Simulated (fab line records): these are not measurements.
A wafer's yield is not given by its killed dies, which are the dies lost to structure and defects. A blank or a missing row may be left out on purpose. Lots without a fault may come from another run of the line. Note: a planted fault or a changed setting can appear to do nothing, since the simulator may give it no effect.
Chamber matching || flow gf180mcu || GF_PASSIVATION_CVD_00 on pecvd-02 has 3 sister chambers
The step deposits SiO2 from TEOS, target thk 1000 nm, time 111.95 s. 3 wafers are shown with their chamber, then 12 later ones without.

WAFERS WITH THEIR CHAMBER
{"wafer": "L084.4", "chamber": 1, "heater_power_w (W)": 837}
{"wafer": "L084.5", "chamber": 0, "heater_power_w (W)": 632}
{"wafer": "L084.6", "chamber": 2, "heater_power_w (W)": 601}

WAFERS MISSING THEIR CHAMBER
{"wafer": "L085.1", "heater_power_w (W)": 699}
{"wafer": "L085.4", "heater_power_w (W)": 745}
{"wafer": "L085.5", "heater_power_w (W)": 722}
{"wafer": "L087.1", "heater_power_w (W)": 701}
{"wafer": "L087.3", "heater_power_w (W)": 785}
{"wafer": "L087.5", "heater_power_w (W)": 860}
{"wafer": "L091.1", "heater_power_w (W)": 885}
{"wafer": "L091.4", "heater_power_w (W)": 685}
{"wafer": "L091.5", "heater_power_w (W)": 739}
{"wafer": "L096.4", "heater_power_w (W)": 584}
{"wafer": "L096.5", "heater_power_w (W)": 554}
{"wafer": "L096.6", "heater_power_w (W)": 869}

EACH ONE'S CHAMBER
{"wafer": "L085.1", "from the rows above": "can't be placed: 0 or 2 or 1", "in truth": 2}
{"wafer": "L085.4", "from the rows above": "can't be placed: 1 or 0 or 2", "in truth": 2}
{"wafer": "L085.5", "from the rows above": "can't be placed: 0 or 1 or 2", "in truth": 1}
{"wafer": "L087.1", "from the rows above": "can't be placed: 0 or 2 or 1", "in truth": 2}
{"wafer": "L087.3", "from the rows above": "can't be placed: 1 or 0", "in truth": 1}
{"wafer": "L087.5", "from the rows above": 1, "in truth": 1}
{"wafer": "L091.1", "from the rows above": 1, "in truth": 1}
{"wafer": "L091.4", "from the rows above": "can't be placed: 0 or 2 or 1", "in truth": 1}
{"wafer": "L091.5", "from the rows above": "can't be placed: 1 or 0 or 2", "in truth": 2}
{"wafer": "L096.4", "from the rows above": "can't be placed: 2 or 0", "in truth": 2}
{"wafer": "L096.5", "from the rows above": "can't be placed: 2 or 0", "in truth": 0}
{"wafer": "L096.6", "from the rows above": 1, "in truth": 1}
Correctly placed: 3 of 12. These rows do not allow placing 9 (true chamber among the candidates in 9). 0 placed wrongly.
How it was worked out, from the rows above alone: a wafer's distance from a chamber is the root of the sum, over the readings, of the square of ((its reading less the chamber's mean) divided by the reading's scatter). The wafer belongs to the nearest chamber; if the next one is less than 2 further off, it can't be placed. The mean given for a chamber averages the wafers shown for that chamber. The scatter: root of mean squared gap, hidden wafer to nearest shown wafer, with one shown wafer a chamber.
